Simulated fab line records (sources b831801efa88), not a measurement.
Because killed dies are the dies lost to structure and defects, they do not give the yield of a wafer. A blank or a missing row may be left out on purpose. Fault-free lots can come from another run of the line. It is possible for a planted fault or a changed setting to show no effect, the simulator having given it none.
One fault through the eyes of 2 desks -- flow gf180mcu -- what lay behind the numbers comes last; until then each desk has only its own

== METROLOGY DESK ==
Lot by lot, what the gauges showed, no matter which tool ran the lot: averages of those sampled wafers that carry a number. The brackets show how far a lot's mean lies from the usual mean; more than 4 standard deviations puts the lot out of limits, marked OUT.
Columns: A = TOP_METAL_ALCU_THK at GF_TOP_METAL_THK_MEAS_06, usual 902 nm; B = cdNm at GF_TOP_METAL_CD_MEAS_14, usual 440.3 nm
lot,first seen here,A,B
L656,day 27 14:15,893,439.9
L657,day 27 22:26,897,440.5
L660,day 28 21:38,913,441.7
L663,day 29 22:08,903,434.9
L665,day 30 00:16,897,424.0 (-7.4) OUT
L666,day 30 12:21,887,420.6 (-9.0) OUT
L672,day 32 07:22,908,441.0
L674,day 32 12:43,906,443.0
L675,day 32 22:37,917,438.5
L676,day 32 23:55,897,440.2
L677,day 33 05:06,892,438.4
L678,day 33 19:54,881,439.0
L679,day 33 21:29,906,443.8
Finding of this desk: L665, L666 out of limits; the first was L665 at day 30 19:00, on cdNm at GF_TOP_METAL_CD_MEAS_14. Within limits: L656, L657, L660, L663, L672, L674, L675, L676, L677, L678, L679.

== AT THE TOOL OWNER'S DESK: lithoTrack-01 ==
The tool's own readings at GF_TOP_METAL_DEVELOP_13 (develop time 60 s): means of the sampled wafers that have a number, for each lot that ran on this tool. The brackets show how far a lot's mean lies from the usual mean; more than 4 standard deviations puts the lot out of limits, marked OUT.
Columns: A = exhaustPa at GF_TOP_METAL_DEVELOP_13, usual 45.0 Pa
lot,first seen here,A
L656,day 28 09:24,44.5
L665,day 30 18:52,44.5
L666,day 31 06:20,45.8
L679,day 34 11:49,45.2
This desk found nothing out of limits on any of the 4 lots.

== PUT TOGETHER ==
Metrology desk: alarm possible at day 30 19:00 on L665, L666.
Nothing out of limits was seen by the tool owner's desk.
On record at the tool owner's desk: L665, L666, within its limits.
Of the lots named, all ran GF_TOP_METAL_DEVELOP_13 on lithoTrack-01.

== WHAT THE SIMULATOR PUT IN ==
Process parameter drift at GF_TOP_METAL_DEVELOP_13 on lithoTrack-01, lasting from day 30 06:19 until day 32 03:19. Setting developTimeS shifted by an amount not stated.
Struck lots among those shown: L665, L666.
Time in hours between the start of the fault and the first out-of-limits reading at each desk: metrology desk, 13.
